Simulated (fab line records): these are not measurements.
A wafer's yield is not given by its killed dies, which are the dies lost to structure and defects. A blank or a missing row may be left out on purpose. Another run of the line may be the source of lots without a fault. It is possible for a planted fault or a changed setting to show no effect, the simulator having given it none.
fab line records ; flow sky130
record lots=15; wafers=45; last_day=50
route steps=708 shown CONTACT@433 METAL1@440
lots untouched by any fault: they come from a run of this same line in which no faults occurred
start_h: hours from the record's first day to the start of the lot's first wafer shown ; wait_h: how many hours have passed since the lot's step before this one ; " unchanged from the row above ; L1.1+2: a row that stands for several wafers ; - no value, or no start given ; * or withheld: withheld ; < > ~ a bound
route shown NAME@n: names a module that has steps shown in the file, with the first one's number in the route ; usual: mean/standard deviation of fault-free wafers ; same: alike in all rows ; chamber/n: place in a boat ; sites: readings site by site ; _std_site: standard deviation across them ; _edge_site: mean of outer sites minus mean of inner sites ; radius_mm: how far each site lies from the wafer's centre ; mask NAME#n: copy n ; behind: tool/chamber where the wafer was last shaped ; hold: why the lot went on hold/how many hours it stayed there/how the hold came to an end ; device: whichever transistor did not switch (one of n, p or np) ; end of line: at the end of the route, the tests of the same wafers ; for a step that has no rows: nothing shown but its recipe ; killed: at the first sort, the dies lost to defects and structure; wafer yield is something else ; map: dies across one wafer; x = killed, . = not, _ = none there
set.NAME: the setting the step ran with; set.NAME@STEP: the setting that earlier step ran with ; model.NAME: the simulator's own value behind a step, which no gauge read
the route's steps for a sample of lots (tables are steps, rows are wafers)
services: when a tool's chamber went out of use (start_h, in hours from the record's first day, below 0 if earlier), for how many hours, and the reason
## steps
# step SKY_CONTACT_CMP_27
# recipe stop_on=SiO2; t_overpolish_s=15; down_force_psi=3.5; platen_rpm=60; target_thk_nm=0; pad_velocity_m_s=0.94248
# usual motor_current_A=11.0/0.76; overpolish_run_s=15.001/0.0088; time_to_endpoint_s=83.0/2.8
lot.wafer;tool;chamber;start_h;wait_h;motor_current_A;overpolish_run_s;time_to_endpoint_s
L466.2;cmp-01;3;739.60;0.1;11.2;15.013;85.2
L466.3;cmp-01;0;739.60;0.1;11.4;14.997;85.3
L466.6;cmp-01;3;739.60;0.1;11.3;14.991;83.1
L467.1;cmp-01;1;750.41;0.1;11.7;14.997;81.7
L467.2;cmp-01;3;750.41;0.1;11.3;15.003;80.6
L467.5;cmp-01;1;750.41;0.1;11.5;15.010;88.5
L468.1;cmp-02;2;767.00;0.1;11.6;15.002;78.4
L468.2;cmp-02;3;767.00;0.1;9.5;15.013;79.3
L468.6;cmp-02;0;767.00;0.1;10.9;15.015;81.7
L470.2;cmp-02;2;776.03;0.0;12.3;15.001;82.7
L470.5;cmp-02;2;776.03;0.0;11.5;15.000;84.5
L470.6;cmp-02;3;776.03;0.0;10.0;15.000;81.8
L473.4;cmp-02;3;795.92;0.1;9.5;15.016;77.6
L473.1;cmp-02;0;795.92;0.1;10.8;15.005;82.8
L473.6;cmp-02;1;795.92;0.1;10.9;15.008;80.1
L474.2;cmp-02;2;817.56;0.0;12.1;14.995;82.0
L474.3;cmp-02;0;817.56;0.0;11.3;15.010;82.8
L474.5;cmp-02;3;817.56;0.0;10.0;15.012;78.8
L476.3;cmp-02;2;825.27;0.2;11.8;14.993;83.1
L476.6;cmp-02;3;825.27;0.2;9.4;14.990;82.1
L476.5;cmp-02;0;825.27;0.2;10.9;14.999;86.7
L478.4;cmp-02;3;851.71;0.0;9.5;15.001;83.7
L478.3;cmp-02;0;851.71;0.0;11.6;15.006;87.8
L478.6;cmp-02;0;851.71;0.0;11.5;14.987;87.1
L479.2;cmp-02;2;853.33;0.2;11.6;14.995;85.7
L479.3;cmp-02;3;853.33;0.2;9.8;15.029;86.1
L479.6;cmp-02;0;853.33;0.2;10.9;15.000;87.6
L480.2;cmp-02;3;854.67;0.0;10.4;14.998;81.7
L480.1;cmp-02;2;854.67;0.0;11.9;14.994;82.6
L480.5;cmp-02;0;854.67;0.0;11.1;15.013;83.4
L481.1;cmp-02;1;857.30;0.1;10.9;14.993;83.6
L481.4;cmp-02;3;857.30;0.1;9.1;15.002;87.3
L481.6;cmp-02;1;857.30;0.1;10.4;15.000;84.5
L483.2;cmp-01;2;871.96;0.1;11.1;15.000;81.8
L483.6;cmp-01;0;871.96;0.1;11.0;14.984;83.5
L483.5;cmp-01;1;871.96;0.1;11.9;15.007;84.6
L486.2;cmp-01;3;896.71;0.1;11.6;15.008;83.8
L486.5;cmp-01;1;896.71;0.1;11.1;15.005;81.1
L486.6;cmp-01;2;896.71;0.1;11.3;15.003;83.2
L487.1;cmp-01;3;909.16;0.1;11.3;14.997;85.8
L487.4;cmp-01;1;909.16;0.1;11.5;15.001;82.4
L487.5;cmp-01;3;909.16;0.1;11.0;15.004;87.0
L488.3;cmp-02;3;914.70;0.1;9.4;15.004;85.8
L488.4;cmp-02;0;914.70;0.1;11.7;14.992;84.7
L488.6;cmp-02;0;914.70;0.1;10.9;14.995;86.5
# step SKY_METAL1_THK_MEAS_06
# recipe thk_meas_gauge=xrf; reads=AlCu_of_METAL1_SPUTTER_02
# usual METAL1_ALCU_THK=249.5/2.6
lot.wafer;tool;chamber;start_h;wait_h;METAL1_ALCU_THK[nm]
L466.2;film_metro-02;-;740.12;0.1;253.5
L466.3;film_metro-02;-;740.12;0.1;252.7
L466.6;film_metro-02;-;740.12;0.1;254.9
L467.1;film_metro-01;-;750.92;0.1;245.2
L467.2;film_metro-01;-;750.92;0.1;246.4
L467.5;film_metro-01;-;750.92;0.1;248.5
L468.1;film_metro-03;-;767.46;0.1;249.1
L468.2;film_metro-03;-;767.46;0.1;250.7
L468.6;film_metro-03;-;767.46;0.1;248.5
L470.2;film_metro-02;-;776.60;0.1;246.8
L470.5;film_metro-02;-;776.60;0.1;251.5
L470.6;film_metro-02;-;776.60;0.1;244.8
L473.1;film_metro-03;-;796.38;0.1;247.4
L473.4;film_metro-03;-;796.38;0.1;250.7
L473.6;film_metro-03;-;796.38;0.1;250.3
L474.2;film_metro-03;-;818.13;0.1;249.1
L474.3;film_metro-03;-;818.13;0.1;247.4
L474.5;film_metro-03;-;818.13;0.1;248.1
L476.3;film_metro-03;-;825.70;0.1;246.4
L476.5;film_metro-03;-;825.70;0.1;248.4
L476.6;film_metro-03;-;825.70;0.1;251.1
L478.3;film_metro-02;-;852.29;0.1;247.6
L478.4;film_metro-02;-;852.29;0.1;246.9
L478.6;film_metro-02;-;852.29;0.1;247.6
L479.2;film_metro-02;-;853.80;0.1;251.4
L479.3;film_metro-02;-;853.80;0.1;251.3
L479.6;film_metro-02;-;853.80;0.1;251.6
L480.1;film_metro-03;-;855.23;0.1;249.7
L480.2;film_metro-03;-;855.23;0.1;247.9
L480.5;film_metro-03;-;855.23;0.1;247.1
L481.1;film_metro-01;-;857.81;0.1;249.2
L481.4;film_metro-01;-;857.81;0.1;248.8
L481.6;film_metro-01;-;857.81;0.1;250.8
L483.2;film_metro-02;-;872.43;0.1;251.1
L483.5;film_metro-02;-;872.43;0.1;252.0
L483.6;film_metro-02;-;872.43;0.1;251.0
L486.2;film_metro-03;-;897.18;0.1;246.0
L486.5;film_metro-03;-;897.18;0.1;246.3
L486.6;film_metro-03;-;897.18;0.1;245.8
L487.1;film_metro-02;-;909.72;0.1;250.3
L487.4;film_metro-02;-;909.72;0.1;250.7
L487.5;film_metro-02;-;909.72;0.1;248.7
L488.3;film_metro-03;-;915.28;0.1;247.2
L488.4;film_metro-03;-;915.28;0.1;248.0
L488.6;film_metro-03;-;915.28;0.1;247.4
# step SKY_METAL1_DEVELOP_14
# recipe develop_time_s=60; resist=KrF-thick; dev_temp_c=21
# usual chill_plate_temp_C=22.99/0.11; develop_time_s=60/0; resist_line_temp_C=23.02/0.11
lot.wafer;tool;chamber;start_h;wait_h;chill_plate_temp_C;develop_time_s;resist_line_temp_C
L466.2;litho_track-03;0;766;-;23.04;60;22.82
L466.3;litho_track-03;0;766;-;22.92;60;22.93
L466.6;litho_track-03;0;767;-;22.83;60;22.86
L467.1;litho_track-04;0;777;-;23.03;60;22.94
L467.2;litho_track-04;0;777;-;23.18;60;23.13
L467.5;litho_track-04;0;778;-;23.10;60;22.97
L468.1;litho_track-02;0;794;-;22.79;60;23.11
L468.2;litho_track-02;0;794;-;22.98;60;22.96
L468.6;litho_track-02;0;794;-;22.81;60;22.99
L470.2;litho_track-03;0;803;-;23.00;60;22.78
L470.5;litho_track-03;0;803;-;23.02;60;22.94
L470.6;litho_track-03;0;803;-;22.94;60;23.06
L473.1;litho_track-03;0;823;-;23.09;60;23.02
L473.4;litho_track-03;0;823;-;23.10;60;23.23
L473.6;litho_track-03;0;823;-;22.90;60;23.01
L474.2;litho_track-02;0;844;-;22.98;60;23.02
L474.3;litho_track-02;0;844;-;23.09;60;22.93
L474.5;litho_track-02;0;844;-;23.03;60;23.07
L476.3;litho_track-02;0;852;-;23.00;60;22.96
L476.5;litho_track-02;0;852;-;23.11;60;23.11
L476.6;litho_track-02;0;852;-;22.97;60;23.25
L478.3;litho_track-02;0;877;-;23.09;60;22.99
L478.4;litho_track-02;0;877;-;23.09;60;22.86
L478.6;litho_track-02;0;877;-;22.95;60;23.01
L479.2;litho_track-02;-;879;-;-;-;-
L479.3;litho_track-02;-;879;-;-;-;-
L479.6;litho_track-02;-;880;-;-;-;-
L480.1;litho_track-03;-;881;-;-;-;-
L480.2;litho_track-03;-;881;-;-;-;-
L480.5;litho_track-03;-;881;-;-;-;-
L481.1;litho_track-03;-;884;-;-;-;-
L481.4;litho_track-03;-;884;-;-;-;-
L481.6;litho_track-03;-;884;-;-;-;-
L483.2;litho_track-03;0;898;-;22.86;60;22.91
L483.5;litho_track-03;0;898;-;23.04;60;22.97
L483.6;litho_track-03;0;898;-;23.06;60;23.04
L486.2;litho_track-03;0;921;-;23.00;60;23.11
L486.5;litho_track-03;0;921;-;22.88;60;23.17
L486.6;litho_track-03;0;921;-;22.87;60;22.99
L487.1;litho_track-02;0;934;-;23.04;60;23.06
L487.4;litho_track-02;0;934;-;23.09;60;22.90
L487.5;litho_track-02;0;934;-;23.01;60;23.03
L488.3;litho_track-04;0;939;-;22.83;60;22.88
L488.4;litho_track-04;0;939;-;22.90;60;23.00
L488.6;litho_track-04;0;939;-;22.97;60;23.02
# step SKY_METAL1_CD_MEAS_15
# recipe target_cd_nm=140
# usual cd_nm=140.0/1.8
lot.wafer;tool;chamber;start_h;wait_h;cd_nm
L466.2;cd_sem-01;-;767.08;-;139.0
L466.3;cd_sem-01;-;767.08;-;138.9
L466.6;cd_sem-01;-;767.08;-;139.8
L467.1;cd_sem-01;-;778.07;-;142.6
L467.2;cd_sem-01;-;778.07;-;142.1
L467.5;cd_sem-01;-;778.07;-;140.5
L468.1;cd_sem-01;-;794.73;-;137.9
L468.2;cd_sem-01;-;794.73;-;137.6
L468.6;cd_sem-01;-;794.73;-;139.1
L470.2;cd_sem-02;-;803.38;-;139.2
L470.5;cd_sem-02;-;803.38;-;138.7
L470.6;cd_sem-02;-;803.38;-;138.0
L473.1;cd_sem-01;-;823.41;-;138.8
L473.4;cd_sem-01;-;823.41;-;139.6
L473.6;cd_sem-01;-;823.41;-;138.8
L474.2;cd_sem-02;-;844.80;-;140.1
L474.3;cd_sem-02;-;844.80;-;139.9
L474.5;cd_sem-02;-;844.80;-;139.8
L476.3;cd_sem-02;-;852.42;-;142.0
L476.5;cd_sem-02;-;852.42;-;143.9
L476.6;cd_sem-02;-;852.42;-;141.4
L478.3;cd_sem-02;-;878.02;-;139.8
L478.4;cd_sem-02;-;878.02;-;139.7
L478.6;cd_sem-02;-;878.02;-;138.5
L479.2;cd_sem-01;-;880.10;-;-
L479.3;cd_sem-01;-;880.10;-;-
L479.6;cd_sem-01;-;880.10;-;-
L480.1;cd_sem-01;-;881.47;-;-
L480.2;cd_sem-01;-;881.47;-;-
L480.5;cd_sem-01;-;881.47;-;-
L481.1;cd_sem-01;-;884.17;-;-
L481.4;cd_sem-01;-;884.17;-;-
L481.6;cd_sem-01;-;884.17;-;-
L483.2;cd_sem-01;-;898.79;-;140.4
L483.5;cd_sem-01;-;898.79;-;139.1
L483.6;cd_sem-01;-;898.79;-;138.7
L486.2;cd_sem-02;-;921.43;-;142.4
L486.5;cd_sem-02;-;921.43;-;142.3
L486.6;cd_sem-02;-;921.43;-;141.7
L487.1;cd_sem-02;-;934.18;-;137.9
L487.4;cd_sem-02;-;934.18;-;137.5
L487.5;cd_sem-02;-;934.18;-;137.0
L488.3;cd_sem-01;-;939.61;-;139.5
L488.4;cd_sem-01;-;939.61;-;139.6
L488.6;cd_sem-01;-;939.61;-;140.1
## services
tool;chamber;start_h;hours;kind
cmp-01;-;742.32;1.1;repair
cmp-02;-;744.00;4.0;pm
cmp-02;-;748.00;-;consumable_replace:conditioner
cmp-02;-;748.00;-;consumable_replace:pad
cmp-02;-;765.91;0.8;repair
cmp-01;-;769.96;4.0;pm
cmp-02;-;774.87;0.8;repair
cmp-02;-;808.67;1.2;repair
cmp-01;-;912.05;4.0;pm
cmp-01;-;916.05;-;consumable_replace:conditioner
cmp-01;-;916.05;-;consumable_replace:pad
## key
first_sign step=SKY_METAL1_DEVELOP_14; reading=tool_record; direction=missing
effect none on later readings
met_at SKY_METAL1_DEVELOP_14
struck_lots L479,L480,L481
later_rows_left_out L479.2,L479.3,L479.6,L480.1,L480.2,L480.5,L481.1,L481.4,L481.6
sort_left_out L479.2,L479.3,L479.6,L480.1,L480.2,L480.5,L481.1,L481.4,L481.6
not_acting_at SKY_CONTACT_CMP_27,SKY_METAL1_THK_MEAS_06,SKY_METAL1_CD_MEAS_15
onset_between 877 879
fault kind=skipped_step_whole; tool=litho_track-02,litho_track-03; chamber=-; onset_h=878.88; steps=SKY_METAL1_DEVELOP_14; scope=struck_lots_only
# sort_left_out: the simulated sort isn't trusted on such a fault, so these wafers' sort isn't shown, and their yield isn't known
# later_rows_left_out: the simulator's readings of these wafers behind a module that went badly wrong aren't trusted and aren't shown, but for the sort
